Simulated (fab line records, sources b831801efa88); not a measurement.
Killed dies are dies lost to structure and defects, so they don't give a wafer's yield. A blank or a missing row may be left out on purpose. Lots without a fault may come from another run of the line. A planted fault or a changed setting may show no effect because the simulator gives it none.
fab line records | flow sky130
record lots=6 wafers=18 last_day=49
route steps=708 shown FIELD_ISO@6 NWELL@32 DNWELL@35 PWDE@45 PAD_OPEN@708
lots that met no fault: from a run of the same line without faults
start_h: hours from the record's first day to the start of the lot's first wafer shown | wait_h: hours since the lot's step before | " the same as in the row above | L1.1+2: a row that stands for several wafers | - no value, or no start given | * or withheld: withheld | < > ~ a bound
route shown NAME@n: a module of which the file shows steps, and the number in the route of the first | usual: mean/standard deviation of fault-free wafers | same: alike in all rows | chamber/n: place in a boat | sites: the reading at each site | _std_site: their standard deviation | _edge_site: outer sites' mean less inner sites' | radius_mm: how far each site lies from the wafer's centre | mask NAME#n: copy n | behind: the tool/chamber that last shaped the wafer | hold: why the lot was held/for how many hours/how that ended | device: the transistor (n, p or np) that didn't switch | end of line: the same wafers' tests at the end of the route | a step without rows: its recipe alone | killed: dies lost to structure and defects at the first sort, not the wafer's yield | map: a wafer's dies, x killed, . not, _ none there
set.NAME: the setting as run; set.NAME@STEP: as run at that earlier step | model.NAME: the simulator's own value behind a step, which no gauge read
lots at some steps of the route; a table a step, a row a wafer
services: from which hour (start_h, from the record's first day; less than 0 if before it) a tool's chamber was out of use, for how many hours, and why
## steps
# step SKY_FIELD_ISO_DEHYDRATE_05
# recipe temp_c=200 time_s=60
# step SKY_FIELD_ISO_HMDS_06
# recipe prime_time_s=60 prime_temp_c=120
# step SKY_FIELD_ISO_COAT_07
# recipe resist=BARC temp_c=withheld time_s=withheld spin_rpm=3000 resist_thk_nm=60
# step SKY_FIELD_ISO_COAT_08
# recipe resist=KrF-thick spin_rpm=3000 resist_thk_nm=450
# step SKY_FIELD_ISO_SOFTBAKE_09
# recipe temp_c=100 time_s=90 resist=KrF-thick
# step SKY_FIELD_ISO_EXPOSE_10
# recipe mask_id=FOM na=0.68 source_shape=annular sigma_inner=0.4 sigma_outer=0.8 target_cd_nm=150 dose_mj=28
# step SKY_FIELD_ISO_PEB_11
# recipe peb_temp_c=withheld peb_time_s=withheld resist=KrF-thick
# step SKY_FIELD_ISO_DEVELOP_12
# recipe develop_time_s=60 resist=KrF-thick dev_temp_c=21
# step SKY_FIELD_ISO_CD_MEAS_13
# recipe target_cd_nm=150
# usual cd_nm=149.9/1.4
# columns lot.wafer tool chamber start_h wait_h cd_nm
L265.1 cd_sem-01 - 48.66 - 150.2
L265.2 " - " " 148.4
L265.3 " - " " 150.8
L266.3 cd_sem-02 - 54.15 - 150.0
L266.4 " - " " 149.6
L266.6 " - " " 149.8
L268.1 cd_sem-02 - 64.74 - 150.4
L268.3 " - " " 151.6
L268.4 " - " " 152.2
L274.1 cd_sem-01 - 95.96 - 149.6
L274.5 " - " " 149.4
L274.6 " - " " 151.3
L280.3 cd_sem-02 - 127.27 - 149.1
L280.4 " - " " 149.5
L280.5 " - " " 149.9
L281.1 cd_sem-02 - 135.73 - 149.9
L281.2 " - " " 148.5
L281.6 " - " " 148.3
# step SKY_FIELD_ISO_ETCH_14
# recipe chemistry=N2/H2 target=BARC ion_energy_ev=200 source_w=500 bias_w=100 pressure_mtorr=30 n2_flow_sccm=100 h2_flow_sccm=200 stop_on=SiO2 time_s=45.9 target_depth_a=600
# usual drypump_motor_current_A=5.7/0.57 oes_product_au=0.854/0.0046 throttle_valve_pct=13.225/0.011
# columns lot.wafer tool chamber start_h wait_h drypump_motor_current_A oes_product_au rf_hours_counter_h throttle_valve_pct
L265.1 rie_diel-02 3 48.78 0.1 5.0 0.856 83 13.223
L265.2 " 0 " " 5.7 0.853 114 13.245
L265.3 " 1 " " 5.3 0.853 122 13.217
L266.3 rie_diel-01 3 54.23 0.1 5.2 0.860 52 13.237
L266.4 " 3 " " 5.2 0.857 - 13.196
L266.6 " 1 " " 5.0 0.849 - 13.215
L268.1 rie_diel-01 1 64.86 0.1 5.0 0.849 71 13.204
L268.3 " 2 " " 6.4 0.852 2 13.211
L268.4 " 2 " " 6.4 0.850 - 13.218
L274.1 rie_diel-02 2 96.08 0.1 5.6 0.851 120 13.226
L274.5 " 0 " " 5.7 0.857 - 13.237
L274.6 " 1 " " 5.3 0.852 - 13.225
L280.3 rie_diel-01 0 127.35 0.1 6.4 0.856 1 13.222
L280.4 " 2 " " 6.4 0.854 3 13.227
L280.5 " 0 " " 6.5 0.853 - 13.229
L281.1 rie_diel-01 2 135.85 0.1 6.4 0.863 3 13.239
L281.2 " 3 " " 5.2 0.857 54 13.227
L281.6 " 0 " " 6.5 0.855 - 13.216
# step SKY_FIELD_ISO_ETCH_15
# recipe chemistry=CHF3/O2 target_depth_nm=180 stop_on=Si source_w=600 bias_w=200 pressure_mtorr=40 chf3_flow_sccm=50 O2_flow_sccm=5 time_s=72
# usual drypump_motor_current_A=5.7/0.57 oes_product_au=0.942/0.007 throttle_valve_pct=8.842/0.01
# columns lot.wafer tool chamber start_h wait_h drypump_motor_current_A oes_product_au rf_hours_counter_h throttle_valve_pct
L265.1 rie_diel-02 3 48.82 0.0 5.0 0.951 83 8.836
L265.2 " 0 " " 5.7 0.949 114 8.843
L265.3 " 1 " " 5.3 0.939 122 8.844
L266.3 rie_diel-01 3 54.27 0.0 5.2 0.936 52 8.863
L266.4 " 3 " " 5.2 0.932 - 8.832
L266.6 " 1 " " 5.0 0.928 - 8.829
L268.1 rie_diel-01 1 64.90 0.0 5.0 0.952 71 8.861
L268.3 " 2 " " 6.4 0.948 2 8.827
L268.4 " 2 " " 6.4 0.955 - 8.844
L274.1 rie_diel-02 2 96.12 0.0 5.6 0.945 120 8.832
L274.5 " 0 " " 5.7 0.938 - 8.829
L274.6 " 1 " " 5.3 0.942 - 8.846
L280.3 rie_diel-01 0 127.40 0.0 6.4 0.939 1 8.838
L280.4 " 2 " " 6.4 0.935 3 8.843
L280.5 " 0 " " 6.4 0.931 - 8.861
L281.1 rie_diel-01 2 135.90 0.0 6.4 0.933 3 8.846
L281.2 " 3 " " 5.2 0.934 54 8.827
L281.6 " 0 " " 6.4 0.921 - 8.849
# step SKY_FIELD_ISO_STRIP_16
# recipe chemistry=O2/N2 power_w=1400 pressure_mtorr=1500 platen_temp_c=withheld o2_flow_sccm=3000 n2_flow_sccm=300 overash_fraction=0.5
# usual drypump_motor_current_A=5.8/0.35 oes_product_au=0.377/0.0042 strip_time_to_endpoint_s=3.54/0.044
# columns lot.wafer tool chamber start_h wait_h drypump_motor_current_A oes_product_au rf_hours_counter_h strip_time_to_endpoint_s
L265.1 plasma_asher-01 0 48.88 0.0 5.3 0.383 37 3.52
L265.2 " 1 " " 6.3 0.379 37 3.57
L265.3 " 1 " " 6.3 0.374 - 3.51
L266.3 plasma_asher-01 1 54.36 0.1 6.3 0.372 - 3.47
L266.4 " 0 " " 5.3 0.370 - 3.44
L266.6 " 0 " " 5.3 0.377 - 3.52
L268.1 plasma_asher-03 1 64.95 0.0 5.7 0.380 21 3.55
L268.3 " 0 " " 6.3 0.373 - 3.53
L268.4 " 1 " " 5.7 0.374 - 3.52
L274.1 plasma_asher-02 1 96.18 0.0 5.6 0.372 41 3.53
L274.5 " 0 " " 5.9 0.381 - 3.59
L274.6 " 1 " " 5.6 0.381 - 3.57
L280.3 plasma_asher-02 0 127.49 0.1 5.9 0.380 - 3.62
L280.4 " 1 " " 5.6 0.379 - 3.55
L280.5 " 1 " " 5.6 0.372 - 3.58
L281.1 plasma_asher-02 0 135.95 0.0 5.9 0.371 46 3.52
L281.2 " 1 " " 5.6 0.379 46 3.51
L281.6 " 0 " " 5.9 0.390 - 3.58
# step SKY_FIELD_ISO_ETCH_17
# recipe target_depth_a=3420 mask_material=Si3N4 chemistry=HBr/Cl2/O2 target=Si taper_deg=5 icp_w=600 bias_w=150 pressure_mtorr=15 HBr_flow_sccm=150 Cl2_flow_sccm=40 O2_flow_sccm=6 time_s=97.7
# usual drypump_motor_current_A=5.8/0.6 oes_product_au=0.999/0.011 throttle_valve_pct=25.658/0.01
# columns lot.wafer tool chamber start_h wait_h drypump_motor_current_A oes_product_au rf_hours_counter_h throttle_valve_pct
L265.1 rie_si-02 0 48.98 0.1 5.8 0.989 62 25.643
L265.2 " 1 " " 6.5 0.992 33 25.669
L265.3 " 3 " " 5.0 1.009 22 25.647
L266.3 rie_si-01 0 54.43 0.0 5.8 1.009 3 25.646
L266.4 " 2 " " 5.5 0.989 24 25.677
L266.6 " 2 " " 5.6 0.999 - 25.672
L268.1 rie_si-02 0 65.05 0.1 5.8 1.007 62 25.656
L268.3 " 1 " " 6.5 1.001 33 25.655
L268.4 " 0 " " 5.8 1.010 - 25.640
L274.1 rie_si-01 3 96.28 0.1 4.9 0.979 0 25.661
L274.5 " 3 " " 4.9 0.976 - 25.682
L274.6 " 2 " " 5.6 0.985 - 25.661
L280.3 rie_si-01 0 127.55 0.0 5.8 1.002 4 25.661
L280.4 " 1 " " 6.6 0.989 1 25.647
L280.5 " 3 " " 4.9 0.987 - 25.667
L281.1 rie_si-02 1 136.05 0.1 6.6 0.981 34 25.674
L281.2 " 3 " " 5.0 0.996 22 25.660
L281.6 " 0 " " 5.8 0.997 - 25.671
# step SKY_FIELD_ISO_WET_ETCH_18
# recipe chemistry=H3PO4 target_depth_nm=25 temp_c=160 target=Si3N4 time_s=286
# step SKY_FIELD_ISO_CLEAN_19
# recipe chemistry=SC1/SC2 mix=1:4:20 temp_c=70 time_s=150
# step SKY_FIELD_ISO_CLEAN_20
# recipe chemistry=dHF time_s=20 dilution=100:1
# step SKY_FIELD_ISO_WET_ETCH_21
# recipe chemistry=dHF dilution=100:1 target_depth_nm=20 dry=ipa_marangoni target=SiO2 temp_c=25 time_s=400
# step SKY_FIELD_ISO_OXIDATION_22
# recipe temp_c=950 ambient=O2 stabilise_s=600 purge_s=300 target_thk_a=100 ox_time_s=623
# step SKY_FIELD_ISO_THK_MEAS_23
# recipe reads=SiO2_of_FIELD_ISO_OXIDATION_22
# usual FIELD_ISO_OXIDATION_01_THK=10.01/0.18
# columns lot.wafer tool chamber start_h wait_h FIELD_ISO_OXIDATION_01_THK[nm]
L265.1 film_metro-01 - 50.51 0.0 10.01
L265.2 " - " " 10.10
L265.3 " - " " 10.21
L266.3 film_metro-03 - 55.97 0.0 10.04
L266.4 " - " " 9.90
L266.6 " - " " 10.01
L268.1 film_metro-01 - 67.67 0.0 9.95
L268.3 " - " " 10.19
L268.4 " - " " 10.03
L274.1 film_metro-03 - 98.37 0.0 9.94
L274.5 " - " " 10.16
L274.6 " - " " 10.17
L280.3 film_metro-04 - 129.12 0.0 10.28
L280.4 " - " " 10.11
L280.5 " - " " 10.15
L281.1 film_metro-03 - 137.89 0.0 10.36
L281.2 " - " " 10.31
L281.6 " - " " 10.47
# step SKY_FIELD_ISO_CVD_24
# recipe material=SiO2 target_thk_nm=595 temp_c=650 sigma_open_frac=0.3 time_s=99.2 sih4_flow_sccm=60 pressure_mtorr=6
# step SKY_FIELD_ISO_THK_MEAS_25
# recipe reads=SiO2_of_FIELD_ISO_CVD_24
# usual FIELD_ISO_CVD_24_THK=598/6.1
# columns lot.wafer tool chamber start_h wait_h FIELD_ISO_CVD_24_THK[nm]
L265.1 film_metro-04 - 50.64 0.0 613
L265.2 " - " " 604
L265.3 " - " " 606
L266.3 film_metro-04 - 56.10 0.1 602
L266.4 " - " " 600
L266.6 " - " " 596
L268.1 film_metro-03 - 67.80 0.0 602
L268.3 " - " " 601
L268.4 " - " " 601
L274.1 film_metro-01 - 98.50 0.0 589
L274.5 " - " " 599
L274.6 " - " " 595
L280.3 film_metro-03 - 129.26 0.1 591
L280.4 " - " " 581
L280.5 " - " " 593
L281.1 film_metro-04 - 138.02 0.0 603
L281.2 " - " " 603
L281.6 " - " " 603
# step SKY_FIELD_ISO_ANNEAL_26
# recipe temp_c=1000 time_s=1800 ambient=N2
# step SKY_FIELD_ISO_CMP_27
# recipe stop_on=Si3N4 t_overpolish_s=16 down_force_psi=4 platen_rpm=60 target_thk_nm=457.8 pad_velocity_m_s=0.94248
# usual motor_current_A=11.5/1.2 overpolish_run_s=16.000/0.0089 time_to_endpoint_s=110/3.9
# columns lot.wafer tool chamber start_h wait_h motor_current_A overpolish_run_s time_to_endpoint_s
L265.3 cmp-01 2 53.52 0.0 12.4 16.009 113
L265.1 " 3 " " 13.1 16.005 109
L265.2 " 0 " " 11.7 16.008 114
L266.3 cmp-02 3 58.96 0.0 11.0 16.003 114
L266.4 " 0 " " 11.6 16.005 114
L266.6 " 0 " " 13.2 15.995 113
L268.3 cmp-02 1 70.52 0.0 12.6 16.008 109
L268.4 " 2 " " 9.6 15.986 104
L268.1 " 0 " " 12.6 16.008 105
L274.1 cmp-02 3 101.45 0.1 10.7 16.003 106
L274.6 " 2 " " 9.9 15.987 103
L274.5 " 3 " " 10.6 15.997 108
L280.4 cmp-02 3 131.07 0.3 11.1 15.999 109
L280.3 " 0 " " 12.1 15.999 106
L280.5 " 3 " " 10.6 16.000 108
L281.2 cmp-02 0 139.63 0.1 12.0 16.000 110
L281.1 " 2 " " 9.7 15.999 109
L281.6 " 3 " " 10.6 16.000 114
# step SKY_FIELD_ISO_WET_ETCH_28
# recipe chemistry=dHF target_depth_nm=23.7 target=SiO2 dilution=10:1 temp_c=25 time_s=47
# step SKY_FIELD_ISO_WET_ETCH_29
# recipe chemistry=H3PO4 target_depth_nm=160 target=Si3N4 temp_c=160 time_s=1825
# step SKY_FIELD_ISO_WET_ETCH_30
# recipe chemistry=dHF target_depth_nm=25 target=SiO2 dilution=10:1 temp_c=25 time_s=50
# step SKY_NWELL_CLEAN_00
# recipe chemistry=SC1/SC2 mix=1:4:20 temp_c=70 time_s=150 dry=n2_spin
# step SKY_NWELL_OXIDATION_01
# recipe temp_c=900 ambient=O2 stabilise_s=600 purge_s=300 target_thk_a=100 ox_time_s=1418
# step SKY_NWELL_THK_MEAS_02
# recipe reads=SiO2_of_NWELL_OXIDATION_01
# usual NWELL_OXIDATION_THK=9.99/0.22
# columns lot.wafer tool chamber start_h wait_h NWELL_OXIDATION_THK[nm]
L265.1 film_metro-02 - 55.83 0.0 10.28
L265.2 " - " " 10.15
L265.3 " - " " 10.42
L266.3 film_metro-01 - 61.62 0.0 9.94
L266.4 " - " " 10.12
L266.6 " - " " 9.85
L268.1 film_metro-02 - 74.43 0.0 10.05
L268.3 " - " " 9.81
L268.4 " - " " 10.09
L274.1 film_metro-04 - 103.70 0.0 9.83
L274.5 " - " " 9.85
L274.6 " - " " 9.78
L280.3 film_metro-01 - 133.72 0.0 9.88
L280.4 " - " " 9.84
L280.5 " - " " 9.91
L281.1 film_metro-02 - 143.03 0.0 10.54
L281.2 " - " " 10.32
L281.6 " - " " 10.45
# step SKY_DNWELL_DEHYDRATE_00
# recipe temp_c=200 time_s=60
# step SKY_DNWELL_HMDS_01
# recipe prime_time_s=60 prime_temp_c=120
# step SKY_DNWELL_COAT_02
# recipe spin_rpm=2000 resist_thk_nm=3000
# step SKY_DNWELL_SOFTBAKE_03
# recipe temp_c=110 time_s=withheld
# step SKY_DNWELL_EXPOSE_04
# recipe mask_id=DNM na=0.57 target_cd_nm=3000 dose_mj=222
# step SKY_DNWELL_PEB_05
# recipe temp_c=115 time_s=withheld
# step SKY_DNWELL_DEVELOP_06
# recipe wall_angle_deg=90 developer=TMAH develop_time_s=60 dev_temp_c=23
# step SKY_DNWELL_IMPLANT_07
# recipe species=P energy_kev=withheld dose_cm2=withheld tilt_deg=withheld
# step SKY_DNWELL_STRIP_08
# recipe chemistry=O2/N2 power_w=1400 pressure_mtorr=1500 platen_temp_c=withheld o2_flow_sccm=3000 n2_flow_sccm=300 overash_fraction=0.5
# usual drypump_motor_current_A=5.8/0.46 oes_product_au=0.723/0.0043 strip_time_to_endpoint_s=36.90/0.1
# columns lot.wafer tool chamber start_h wait_h drypump_motor_current_A oes_product_au rf_hours_counter_h strip_time_to_endpoint_s
L265.1 plasma_asher-01 1 71.79 0.1 6.3 0.723 39 36.96
L265.2 " 0 " " 5.3 0.715 39 37.03
L265.3 " 1 " " 6.3 0.725 - 36.94
L266.3 plasma_asher-04 1 77.12 0.1 6.7 0.729 - 36.97
L266.4 " 0 " " 5.3 0.725 - 37.08
L266.6 " 1 " " 6.7 0.719 - 36.92
L268.1 plasma_asher-01 0 91.47 0.1 5.3 0.717 42 36.92
L268.3 " 0 " " 5.3 0.733 - 36.78
L268.4 " 1 " " 6.2 0.723 - 36.72
L274.1 plasma_asher-02 0 121.93 0.1 5.9 0.727 44 36.82
L274.5 " 1 " " 5.6 0.718 - 36.88
L274.6 " 0 " " 5.9 0.720 - 36.90
L280.3 plasma_asher-01 0 152.92 0.1 5.3 0.719 - 36.88
L280.4 " 1 " " 6.3 0.727 - 36.78
L280.5 " 1 " " 6.3 0.723 - 36.79
L281.1 plasma_asher-04 1 162.16 0.1 6.6 0.723 4 36.81
L281.2 " 0 " " 5.3 0.719 4 36.88
L281.6 " 0 " " 5.3 0.722 - 36.98
# step SKY_DNWELL_TW_MEAS_09
# usual DNWELL_TW=1120/9
# columns lot.wafer tool chamber start_h wait_h DNWELL_TW
L265.1 film_metro-02 - 71.89 0.1 1132
L265.2 " - " " 1129
L265.3 " - " " 1120
L266.3 film_metro-01 - 77.21 0.1 1125
L266.4 " - " " 1123
L266.6 " - " " 1126
L268.1 film_metro-04 - 91.57 0.1 1117
L268.3 " - " " 1115
L268.4 " - " " 1116
L274.1 film_metro-02 - 122.03 0.1 1127
L274.5 " - " " 1131
L274.6 " - " " 1136
L280.3 film_metro-02 - 153.00 0.1 1130
L280.4 " - " " 1131
L280.5 " - " " 1131
L281.1 film_metro-02 - 162.26 0.1 1125
L281.2 " - " " 1127
L281.6 " - " " 1126
# step SKY_PWDE_DEHYDRATE_00
# recipe temp_c=200 time_s=60
# step SKY_PWDE_HMDS_01
# recipe prime_time_s=60 prime_temp_c=120
# step SKY_PWDE_COAT_02
# recipe spin_rpm=2000 resist_thk_nm=3000
# step SKY_PAD_OPEN_PROBE_99
# usual killed_at_M0_to_M3=42/6.4 killed_at_M4_up=3.2/1.9 killed_at_contacts=24/4.8 killed_at_front_end=16/4.4 killed_at_other=0.3/0.55 killed_dies=86/8.6 killed_open=46/6.6 killed_short=39/5.7
# same gross_dies=492 killed_at_back_side=0
# columns lot.wafer tool chamber start_h wait_h hold killed_at_M0_to_M3 killed_at_M4_up killed_at_contacts killed_at_front_end killed_at_other killed_dies killed_open killed_short
L265.1 prober-01 - 1103.85 0.1 - 39 4 26 16 0 85 43 42
L265.2 prober-01 - 1103.90 0.1 - 55 2 18 11 0 86 44 41
L265.3 prober-01 - 1103.95 0.2 - 50 7 22 8 0 87 44 42
L266.3 prober-01 - 1112.78 0.2 - 46 7 27 16 2 98 52 45
L266.4 prober-01 - 1112.83 0.2 - 39 6 23 18 0 86 46 37
L266.6 prober-01 - 1112.93 0.2 - 45 0 17 10 0 72 29 41
L268.1 prober-01 - 1123.01 0.1 - 41 1 23 14 0 79 42 37
L268.3 prober-01 - 1123.11 0.2 - 41 3 16 8 0 68 35 33
L268.4 prober-01 - 1123.16 0.2 - 44 2 29 15 0 90 53 37
L274.1 prober-02 - 1156.28 0.1 await_dispo/1.9h/release 41 3 23 51 0 118 45 36
L274.5 prober-02 - 1156.48 0.2 await_dispo/1.9h/release 51 3 30 49 1 134 56 41
L274.6 prober-02 - 1156.53 0.2 await_dispo/1.9h/release 48 3 19 67 0 137 56 36
L280.3 prober-01 - 1178.48 0.2 await_dispo/3.6h/release 36 3 16 25 0 80 43 26
L280.4 prober-01 - 1178.53 0.2 await_dispo/3.6h/release 50 4 21 59 0 134 47 51
L280.5 prober-01 - 1178.58 0.2 await_dispo/3.6h/release 46 2 25 47 0 120 46 38
L281.1 prober-01 - 1182.70 0.1 - 52 3 30 6 0 91 53 38
L281.2 prober-01 - 1182.75 0.1 - 36 5 28 16 1 86 44 42
L281.6 prober-01 - 1182.95 0.2 - 39 4 24 13 0 80 45 35
# killed by level:class
L265.1 CONTACT:geometric_particle:open=11 VIA2:geometric_particle:open=7 VIA1:geometric_particle:open=6 LI_CONTACT:geometric_particle:open=5 LOCAL_INTERCONNECT:geometric_particle:short=5 METAL2:geometric_particle:short=5 FIELD_ISO:geometric_particle:short=4 METAL1:geometric_particle:short=4
L265.2 VIA1:geometric_particle:open=13 METAL2:geometric_particle:short=10 VIA2:geometric_particle:open=9 CONTACT:geometric_particle:short=7 VIA3:geometric_particle:open=6 METAL1:geometric_particle:short=6 FIELD_ISO:geometric_particle:short=5 LI_CONTACT:geometric_particle:open=4
L265.3 VIA2:geometric_particle:open=10 LI_CONTACT:geometric_particle:open=8 METAL1:geometric_particle:short=7 VIA1:geometric_particle:open=7 CONTACT:geometric_particle:open=6 METAL2:geometric_particle:short=5 METAL4:geometric_particle:short=5 VIA3:geometric_particle:short=5
L266.3 VIA1:geometric_particle:open=10 LI_CONTACT:geometric_particle:open=9 VIA2:geometric_particle:open=8 CONTACT:geometric_particle:open=6 FIELD_ISO:geometric_particle:open=5 VIA1:geometric_particle:short=5 METAL2:geometric_particle:short=5 FIELD_ISO:geometric_particle:short=4
L266.4 CONTACT:geometric_particle:open=8 VIA2:geometric_particle:open=7 LI_CONTACT:geometric_particle:open=6 VIA1:geometric_particle:open=6 METAL2:geometric_particle:short=6 POLY_GATE:geometric_particle:open=5 METAL4:geometric_particle:short=4 VIA1:geometric_particle:short=4
L266.6 METAL2:geometric_particle:short=11 METAL1:geometric_particle:short=8 LI_CONTACT:geometric_particle:short=5 VIA1:geometric_particle:open=5 LI_CONTACT:geometric_particle:open=4 CONTACT:geometric_particle:open=4 VIA2:geometric_particle:open=4 VIA3:geometric_particle:open=4
L268.1 VIA2:geometric_particle:open=9 VIA1:geometric_particle:open=7 CONTACT:geometric_particle:open=7 LI_CONTACT:geometric_particle:open=6 LOCAL_INTERCONNECT:geometric_particle:short=6 METAL2:geometric_particle:short=6 VIA1:geometric_particle:short=5 POLY_GATE:geometric_particle:open=4
L268.3 VIA1:geometric_particle:open=9 VIA2:geometric_particle:open=8 VIA1:geometric_particle:short=7 CONTACT:geometric_particle:open=6 VIA3:geometric_particle:open=5 LI_CONTACT:geometric_particle:short=4 METAL2:geometric_particle:short=4 CONTACT:geometric_particle:short=3
L268.4 CONTACT:geometric_particle:open=13 VIA1:geometric_particle:open=10 LOCAL_INTERCONNECT:geometric_particle:short=7 VIA2:geometric_particle:short=6 VIA2:geometric_particle:open=5 LI_CONTACT:geometric_particle:open=5 METAL1:geometric_particle:short=5 VIA3:geometric_particle:open=5
L274.1 FIELD_ISO:unspecified=37 VIA1:geometric_particle:open=9 VIA2:geometric_particle:open=8 LI_CONTACT:geometric_particle:open=8 VIA3:geometric_particle:open=7 CONTACT:geometric_particle:open=6 METAL3:geometric_particle:short=6 FIELD_ISO:geometric_particle:short=5
L274.5 FIELD_ISO:unspecified=35 CONTACT:geometric_particle:open=16 VIA1:geometric_particle:open=12 METAL1:geometric_particle:short=8 FIELD_ISO:geometric_particle:open=6 LI_CONTACT:geometric_particle:open=6 VIA3:geometric_particle:open=6 VIA2:geometric_particle:open=5
L274.6 FIELD_ISO:unspecified=45 VIA1:geometric_particle:open=13 FIELD_ISO:geometric_particle:short=8 LI_CONTACT:geometric_particle:open=8 VIA3:geometric_particle:open=8 CONTACT:geometric_particle:open=7 FIELD_ISO:geometric_particle:open=6 POLY_GATE:geometric_particle:short=6
L280.3 FIELD_ISO:unspecified=11 CONTACT:geometric_particle:open=10 VIA1:geometric_particle:open=6 METAL2:geometric_particle:short=5 POLY_GATE:geometric_particle:open=5 VIA3:geometric_particle:open=5 VIA1:geometric_particle:short=4 VIA2:geometric_particle:short=4
L280.4 FIELD_ISO:unspecified=36 VIA1:geometric_particle:open=11 METAL1:geometric_particle:short=9 CONTACT:geometric_particle:open=8 FIELD_ISO:geometric_particle:open=7 FIELD_ISO:geometric_particle:short=5 LOCAL_INTERCONNECT:geometric_particle:short=5 METAL1:geometric_particle:open=5
L280.5 FIELD_ISO:unspecified=36 CONTACT:geometric_particle:open=10 VIA1:geometric_particle:open=9 VIA2:geometric_particle:open=8 METAL1:geometric_particle:short=6 VIA3:geometric_particle:open=6 LI_CONTACT:geometric_particle:open=5 POLY_GATE:geometric_particle:short=4
L281.1 VIA1:geometric_particle:open=16 CONTACT:geometric_particle:open=12 CONTACT:geometric_particle:short=9 VIA2:geometric_particle:open=6 VIA3:geometric_particle:open=5 LI_CONTACT:geometric_particle:open=5 METAL2:geometric_particle:short=4 VIA1:geometric_particle:short=4
L281.2 VIA1:geometric_particle:open=11 LI_CONTACT:geometric_particle:open=7 CONTACT:geometric_particle:short=7 LOCAL_INTERCONNECT:geometric_particle:short=6 CONTACT:geometric_particle:open=6 FIELD_ISO:geometric_particle:open=5 VIA1:geometric_particle:short=5 VIA3:geometric_particle:open=5
L281.6 VIA1:geometric_particle:open=12 LOCAL_INTERCONNECT:geometric_particle:short=6 LI_CONTACT:geometric_particle:short=5 VIA3:geometric_particle:open=5 VIA2:geometric_particle:open=5 FIELD_ISO:geometric_particle:open=4 POLY_GATE:geometric_particle:open=4 CONTACT:geometric_particle:short=4
# map L274.6 (x killed, . not)
__________x........._________
________x..x..x....x.._______
______.................._____
_____x.....x.........x...____
____x..x.....xx.....x..x..___
___.x.........x........x...__
__x.x..x....x.xxxxxx....x.x._
_.....x.x..xxxxxxxx........x.
_x.x.x....xxxxxxxx.x.........
_..xxx.....xxxxxxxxx.........
_xx.x...x..xxxxxxxxx...x..xx.
_...x..........xxx..xxxx...xx
_.x..xx..x...x.x.xx..........
_x..x.........xx....x........
_...xx.x........x.x..x..x....
__....x.x.x.............xxxx_
___.....xx..x.xx.........x.__
____........x........x....___
_____...x.......x.x.....x____
______x................._____
________.x.xx..x.x...x_______
__________.......x.._________
# map L280.4 (x killed, . not)
__________....xx.x.._________
________xxx..........._______
______..x..x.x..x.xxx.xx_____
_____....x....x..xx..x...____
____....x..x...xx..xx.x...___
___...x...........xxx.x....__
__....x.......x.....x...x..._
_.........x..x...........xx.x
_.x.....xx..............x....
_..x.xx..x..........x.......x
_....xx...x.x..x.x.x...x.x...
_..xx...x...............x.x..
_......x.x....x......xx..xxx.
_..x.x.................x.....
_...x............x...xxx.....
__...............x.....x...._
___.x.x.x..xx.xx...........__
____x.......xxxxxx..x.....___
_____.xx..x.xxxx..xx.x..x____
______.....xxxxxxxx..x.._____
________..xxxxxxxx...._______
__________.xxxxxxxx._________
## services
# columns tool chamber start_h hours kind
rie_si-01 2 35.27 5.4 repair
rie_diel-02 2 38.99 2.0 repair
rie_diel-01 0 44.21 - clean
rie_diel-01 0 44.21 21.5 scheduled_down
rie_diel-01 0 44.21 21.5 vent_cycle
cmp-01 - 58.94 2.6 repair
cmp-02 - 64.00 4.0 pm
rie_diel-02 1 64.43 6.2 repair
cmp-02 - 68.00 - consumable_replace:conditioner
cmp-01 - 68.23 3.4 pm
rie_diel-01 1 70.59 3.3 repair
cmp-01 - 76.88 1.5 repair
plasma_asher-02 - 85.69 3.4 repair
plasma_asher-02 - 86.68 9.3 repair
cmp-02 - 98.75 1.3 repair
cmp-01 - 100.43 1.1 repair
rie_si-02 0 105.60 1.4 repair
plasma_asher-04 - 108.75 9.0 pm
plasma_asher-03 - 114.31 2.8 pm
cmp-01 - 124.70 18.0 pm
plasma_asher-02 - 133.16 0.7 repair
plasma_asher-02 - 151.67 4.7 repair
cmp-01 - 152.85 0.3 repair
cmp-02 - 161.85 4.8 pm
## key
first_sign step=SKY_PAD_OPEN_PROBE_99 reading=killed_at_front_end direction=up sigmas=7.8 usual=16 struck=50
effect step=SKY_PAD_OPEN_PROBE_99 reading=killed_dies direction=up sigmas=4.1 usual=86 struck=120 wafers_moved=5
met_at SKY_FIELD_ISO_ETCH_17
struck_wafers L274.1,L274.5,L274.6,L280.3,L280.4,L280.5
tester_left_out L274,L280
onset_between 54.43 96.28
fault kind=chamber_particle_source tool=rie_si-01 chamber=- onset_h=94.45 steps=SKY_FIELD_ISO_ETCH_17 rate_per_visit_cm2=0.46361 end_h=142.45
# tester_left_out: of these lots the tester's yield and bins aren't shown, on N5 and GAA mostly nor the transistor test; their killed dies are dies lost to structure and defects alone, not to doping, threshold or leakage, so they don't give the yield
